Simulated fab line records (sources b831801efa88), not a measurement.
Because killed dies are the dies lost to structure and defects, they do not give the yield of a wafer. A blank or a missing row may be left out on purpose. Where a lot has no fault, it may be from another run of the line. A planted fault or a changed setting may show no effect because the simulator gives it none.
Matching of chambers	flow sky130	SKY_FIELD_ISO_CMP_27 on cmp-02: 4 sister chambers
The step polishes, stops on Si3N4, t overpolish 16 s, target thk 457.8 nm. 14 wafers are shown with their chamber, then 7 later ones without.

== EACH WAFER AND ITS CHAMBER ==
wafer	chamber	motor current A (A)	slurry filter dp kPa (kPa)	head pressure psi (psi)
L923.1	3	10.9	13.51	4.007
L923.2	2	12.5	13.65	3.999
L923.3	0	12.7	13.51	3.996
L927.2	1	12.6	13.72	3.997
L927.3	0	11.8	13.47	4.014
L927.4	2	12.6	13.83	4.003
L939.1	0	12.7	13.58	3.991
L939.2	3	11.8	13.63	3.993
L939.5	0	12.4	13.61	4.000
L940.1	2	12.9	13.58	4.004
L940.5	3	11.5	13.74	4.004
L940.6	2	12.4	13.56	4.000
L942.1	1	12.5	13.63	3.983
L942.3	3	11.5	13.34	3.981

SIGNATURES (means of the wafers above)
reading	chamber 0	chamber 1	chamber 2	chamber 3	scatter within a chamber
motor current A	12.400	12.550	12.600	11.425	0.334
slurry filter dp kPa	13.5425	13.6750	13.6550	13.5550	0.122
head pressure psi	4.00025	3.99000	4.00150	3.99625	0.00909
Rule: for each reading, subtract the chamber's mean from the wafer's reading, divide by that reading's scatter and square the result; add these up over the readings and take the root, which gives the wafer's distance from the chamber. The wafer belongs to the nearest chamber; if the next one is less than 2 further off, it can't be placed. The scatter is the square root of a quotient: the sum, over the shown wafers, of each reading's squared deviation from its chamber's mean, divided by wafers minus chambers.

== WAFERS WITH NO CHAMBER GIVEN ==
wafer	motor current A (A)	slurry filter dp kPa (kPa)	head pressure psi (psi)
L942.6	12.7	13.85	3.998
L943.4	12.7	13.39	3.992
L943.5	11.5	13.67	4.002
L943.6	12.4	13.38	4.004
L946.1	11.3	13.66	3.998
L946.4	11.7	13.43	3.990
L946.5	11.6	13.45	4.010

== WHICH CHAMBER EACH ONE RAN IN ==
wafer	from the rows above	in truth
L942.6	can't be placed: 2 or 1 or 0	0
L943.4	can't be placed: 0 or 1 or 2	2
L943.5	can't be placed: 3 or 0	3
L943.6	can't be placed: 0 or 2 or 1 or 3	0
L946.1	3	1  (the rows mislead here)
L946.4	can't be placed: 3 or 0 or 1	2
L946.5	can't be placed: 3 or 0 or 2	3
Correct placement for 0 of the 7. From these rows, 6 cannot be placed; in 5 the true chamber is one of the candidates. 1 placed wrongly.
